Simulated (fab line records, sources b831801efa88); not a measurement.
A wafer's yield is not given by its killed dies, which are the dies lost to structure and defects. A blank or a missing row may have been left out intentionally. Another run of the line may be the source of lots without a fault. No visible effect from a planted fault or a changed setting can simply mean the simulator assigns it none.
A lot that was struck, set against a sound lot | flow sfq line | 14 steps out of a route of 325
Sound: wafers L190.2, L190.5, L190.6. The struck wafers were L180.2, L180.3, L180.5. Last of all comes the cause.
At each step with rows: each side's tool, then ch and its chambers, then its first start. Under that, the readings that differ: sound wafers | struck wafers | difference of the means | sigmas: that difference in standard deviations of wafers without a fault.
alike: readings whose means differ by less than 2 such deviations, and words and numbers that are the same on both sides. not compared: withheld readings, readings that some wafer has no value for, bounds like >300 that may hide the same value, and numbers for which the record gives no deviation and whose values overlap.
Wherever a step has rows on one side only, a row that says differs or no value, or a row with sigmas, the two part there. Numbers that have no deviation but don't overlap get no sigmas and don't part them. Lack of a reading on every wafer of one side parts them only where that side has two or more wafers.

SFQ_M1_OVL_MEAS_911:
  sound on overlay-01 at day 28 15:43; struck on overlay-02 at day 24 02:04
  alike: M1_OVL
SFQ_TRILAYER_M1_BARC_OPEN_METAL_ETCH_054: etches BARC in O2, target depth 125 nm, time 41.7 s.
  sound on rie metal-04 ch 0,1, day 28 15:45; struck on rie metal-02 ch 1, day 24 02:06
  alike: drypump motor current A, oes product au
  not compared: rf hours counter h
SFQ_TRILAYER_M1_ETCH_METAL_ETCH_042: etches Nb in Cl2/Ar, stops on SiO2, target depth 240 nm, time 120 s.
  sound on rie metal-04 ch 0,1, day 28 15:49; struck on rie metal-02 ch 1, day 24 02:10
  reading               | sound             | struck            | difference | sigmas
  oes product au (a.u.) | 0.911 0.906 0.902 | 0.894 0.893 0.889 | -0.014     | -2
  alike: drypump motor current A
  not compared: rf hours counter h
SFQ_TRILAYER_M1_STRIP_STRIP_043: strips in O2.
  sound on rie metal-04 ch 0,1, day 28 15:56; struck on rie metal-02 ch 1, day 24 02:17
  reading               | sound             | struck            | difference | sigmas
  oes product au (a.u.) | 1.017 1.005 1.010 | 0.996 0.988 0.998 | -0.017     | -3
  alike: drypump motor current A
  not compared: rf hours counter h
then, 1 step without rows for these wafers: SFQ_TRILAYER_M1_STRIP_SOLV_CLEAN_044 (cleans in NMP, time 600 s).
SFQ_TRILAYER_I1_DEP_PECVD_045: deposits SiO2 from SiH4/N2O, time 111.11 s, target thk 500 nm.
  sound on pecvd-04 ch 0,2, day 28 16:43; struck on pecvd-04 ch 0,2, day 24 03:05
  alike: chamber pressure Torr, heater power w, throttle valve pct
  not compared: since wet clean h
SFQ_TRILAYER_I1_CMP_CMP_046: polishes SiO2.
  sound on cmp-01 ch 0,1,2, day 28 17:47; struck on cmp-02 ch 0,1,3, day 24 03:39
  alike: motor current A, time to endpoint s
SFQ_I1_BOW_MEAS_912:
  sound on film metro-01 at day 28 19:48; struck on film metro-04 at day 24 06:10
  alike: I1_BOW
then, 4 steps without rows for these wafers: SFQ_TRILAYER_I1_METRO_MEASURE_047; SFQ_TRILAYER_I1_VIA_LITHO_COAT_054 (resist thk 62 nm); SFQ_TRILAYER_I1_VIA_LITHO_COAT_049 (resist thk 650 nm); SFQ_TRILAYER_I1_VIA_LITHO_SOFTBAKE_053.
-- the record jumps here: 7 days lie between the struck wafers' starts before and after --
SFQ_TRILAYER_I1_VIA_LITHO_EXPOSE_050: exposes mask I1, target cd 500 nm.
  sound on krf scanner-02 ch 0, day 35 10:44; struck on krf scanner-02, day 31 00:08
  no value came back on the struck wafers for exposure dose mJ cm2, focus offset nm (nm), stage vel mm s (mm/s); on the sound wafers exposure dose mJ cm2 reads 21.286 21.284 21.319
  alike: mask
then, 1 step without rows for these wafers: SFQ_TRILAYER_I1_VIA_LITHO_PEB_052 (peb time 60 s).

## WHERE THEY PART
First at SFQ_TRILAYER_M1_ETCH_METAL_ETCH_042; last, within this record, at SFQ_TRILAYER_I1_VIA_LITHO_EXPOSE_050.

WHY: what the simulator had put in
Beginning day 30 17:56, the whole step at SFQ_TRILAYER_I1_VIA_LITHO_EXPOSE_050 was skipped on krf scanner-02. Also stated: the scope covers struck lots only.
